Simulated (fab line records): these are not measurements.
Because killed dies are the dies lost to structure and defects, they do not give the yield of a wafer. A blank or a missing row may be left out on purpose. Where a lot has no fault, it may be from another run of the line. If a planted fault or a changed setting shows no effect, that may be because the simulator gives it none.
Chamber matching || flow gf180mcu || GF_PASSIVATION_CVD_02 on pecvd-02: 3 sister chambers
The step deposits Si3N4, target thk 700 nm, time 486.18 s. 14 wafers are shown with their chamber, then 7 later ones without.

## WAFERS, EACH WITH ITS CHAMBER
{"wafer": "L074.1", "chamber": 0, "heater_power_w (W)": 700, "rf_fwd_power_W (W)": 447.9}
{"wafer": "L074.2", "chamber": 1, "heater_power_w (W)": 744, "rf_fwd_power_W (W)": 450.9}
{"wafer": "L074.3", "chamber": 2, "heater_power_w (W)": 847, "rf_fwd_power_W (W)": 449.5}
{"wafer": "L085.1", "chamber": 1, "heater_power_w (W)": 732, "rf_fwd_power_W (W)": 447.2}
{"wafer": "L085.3", "chamber": 2, "heater_power_w (W)": 885, "rf_fwd_power_W (W)": 451.8}
{"wafer": "L085.4", "chamber": 0, "heater_power_w (W)": 766, "rf_fwd_power_W (W)": 448.8}
{"wafer": "L089.1", "chamber": 1, "heater_power_w (W)": 681, "rf_fwd_power_W (W)": 450.3}
{"wafer": "L089.3", "chamber": 0, "heater_power_w (W)": 780, "rf_fwd_power_W (W)": 449.6}
{"wafer": "L089.5", "chamber": 0, "heater_power_w (W)": 642, "rf_fwd_power_W (W)": 450.7}
{"wafer": "L092.2", "chamber": 0, "heater_power_w (W)": 633, "rf_fwd_power_W (W)": 450.5}
{"wafer": "L092.3", "chamber": 1, "heater_power_w (W)": 687, "rf_fwd_power_W (W)": 447.5}
{"wafer": "L092.4", "chamber": 2, "heater_power_w (W)": 802, "rf_fwd_power_W (W)": 448.8}
{"wafer": "L093.3", "chamber": 2, "heater_power_w (W)": 792, "rf_fwd_power_W (W)": 451.0}
{"wafer": "L093.4", "chamber": 0, "heater_power_w (W)": 634, "rf_fwd_power_W (W)": 450.1}

SIGNATURES (means of the wafers above)
{"reading": "heater_power_w", "chamber 0": 692.50, "chamber 1": 711.00, "chamber 2": 831.50, "scatter within a chamber": 53.2}
{"reading": "rf_fwd_power_W", "chamber 0": 449.600, "chamber 1": 448.975, "chamber 2": 450.275, "scatter within a chamber": 1.42}
Rule: a wafer lies at a distance from a chamber equal to the root of the sum of squares, over the readings, of (its reading less the chamber's mean, divided by the reading's scatter). If the next closest chamber is less than 2 further off than the closest, the wafer can't be placed; otherwise it belongs to the closest. The scatter: the root of (the sum of the squares of (reading less its chamber's mean) over the shown wafers, divided by (wafers less chambers)).

## WAFERS WHOSE CHAMBER IS MISSING
{"wafer": "L093.6", "heater_power_w (W)": 613, "rf_fwd_power_W (W)": 449.4}
{"wafer": "L096.1", "heater_power_w (W)": 755, "rf_fwd_power_W (W)": 449.8}
{"wafer": "L096.2", "heater_power_w (W)": 764, "rf_fwd_power_W (W)": 449.2}
{"wafer": "L096.4", "heater_power_w (W)": 617, "rf_fwd_power_W (W)": 449.4}
{"wafer": "L097.1", "heater_power_w (W)": 712, "rf_fwd_power_W (W)": 449.3}
{"wafer": "L097.3", "heater_power_w (W)": 761, "rf_fwd_power_W (W)": 449.3}
{"wafer": "L097.4", "heater_power_w (W)": 745, "rf_fwd_power_W (W)": 449.2}

## WHICH CHAMBER EACH ONE RAN IN
{"wafer": "L093.6", "from the rows above": "can't be placed: 0 or 1", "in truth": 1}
{"wafer": "L096.1", "from the rows above": "can't be placed: 1 or 0 or 2", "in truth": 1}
{"wafer": "L096.2", "from the rows above": "can't be placed: 1 or 0 or 2", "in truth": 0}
{"wafer": "L096.4", "from the rows above": "can't be placed: 0 or 1", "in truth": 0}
{"wafer": "L097.1", "from the rows above": "can't be placed: 1 or 0", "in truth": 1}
{"wafer": "L097.3", "from the rows above": "can't be placed: 1 or 0 or 2", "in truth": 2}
{"wafer": "L097.4", "from the rows above": "can't be placed: 1 or 0 or 2", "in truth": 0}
Placed correctly: 0 of 7. Cannot be placed on the basis of these rows: 7; the candidates contain the true chamber in 7. Wrongly placed: 0.
